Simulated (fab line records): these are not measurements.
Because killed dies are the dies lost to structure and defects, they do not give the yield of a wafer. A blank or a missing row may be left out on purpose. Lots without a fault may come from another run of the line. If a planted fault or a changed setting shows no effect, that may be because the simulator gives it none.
8D (eight disciplines) problem report, filled in by code | flow gf180mcu | the parts of the form that need people (team, actions taken, sign-off) are left out

## 1. PROBLEM STATEMENT
killed_at_M0_to_M3 at GF_PASSIVATION_PROBE_99 reads a mean of 53 on 6 wafers of 2 lots; wafers without a fault read 20 with a standard deviation of 4.5. That puts it +7.4 standard deviations away from the usual mean.
First observed at day 31 16:46: wafer L749.1, on prober-02. Wafers with a number at this step in the record: 10, from 4 lots. Rule for "out" (also "out of limits"): further than 4 standard deviations from the usual mean. Any other wafer with a number is counted as sound.

## 2. WHAT IT IS, AND WHAT IT ISN'T
question                    | is                     | is not
which readings at this step | killed_at_M0_to_M3     | killed_at_contacts, killed_at_other, killed_open
which lots                  | L749, L750             | L755, L763
which wafers of those lots  | all that have a number | -
read on which tools         | prober-01, prober-02   | -
when                        | from day 31 16:46      | up to then (0 sound wafers); but 4 sound wafers of L755, L763 came after

## 3. SUSPECTS, AND WHAT RULES EACH OUT
Counting: any tool at a process step up to the reading is kept as a suspect provided that every lot that is out went through it and no sound lot did after the first of them.
- pvd_sputter-04 at GF_M1_SPUTTER_00 (material Ti, target thk 37.5 nm, time 150 s): ruled out as a lasting fault. Sound lots L763 ran on it after its first lot that is out, L749 (day 19 14:14).
Left after counting: nothing in the record.

## 4. THE CAUSE (what the simulator had put in)
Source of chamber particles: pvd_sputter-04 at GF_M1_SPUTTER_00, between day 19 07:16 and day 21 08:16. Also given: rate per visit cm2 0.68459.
Counting ruled it out, wrongly: the rule takes a fault to strike every lot that its tool runs from its start on, and this one did not.

## 5. THE EFFECT CHAIN, in route order
Rows list readings where the struck wafers' mean (over those with a number) sits beyond 3 standard deviations from the usual. Only readings for which the record gives a usual standard deviation are gone through. hours: the time from each lot's start at the first step in this table that gives one to its start at this step, as a median over the lots. sigmas: the change in usual standard deviations.
hours | step                    | reading              | usual  | on struck wafers | change | sigmas
0     | GF_PASSIVATION_PROBE_99 | defect_limited_yield | 90.6 % | 83.3             | -7.3   | -5.6
0     | GF_PASSIVATION_PROBE_99 | killed_at_M0_to_M3   | 20     | 53               | +33    | +7.4
0     | GF_PASSIVATION_PROBE_99 | killed_dies          | 46     | 82               | +36    | +5.5
0     | GF_PASSIVATION_PROBE_99 | sort_bin_3_pad_short | 0.4 %  | 1.8              | +1.4   | +4.4
0     | GF_PASSIVATION_PROBE_99 | sort_bin_5_function  | 5.6 %  | 10.5             | +4.9   | +5.1
0     | GF_PASSIVATION_PROBE_99 | sort_n_pass          | 446    | 410              | -36    | -5.5
0     | GF_PASSIVATION_PROBE_99 | sort_yield_pct       | 90.6 % | 83.3             | -7.3   | -5.6
Its process steps:
- GF_PASSIVATION_PROBE_99

## 6. HOW IT WOULD HAVE BEEN CAUGHT EARLIER
In this record the first reading out of limits was taken at day 31 16:46, 297 hours after the fault began at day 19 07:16.
Tool readings at GF_M1_SPUTTER_00 with a usual standard deviation given in the record: none out on any struck wafer, hence no alarm at a limit of 4 standard deviations on them.
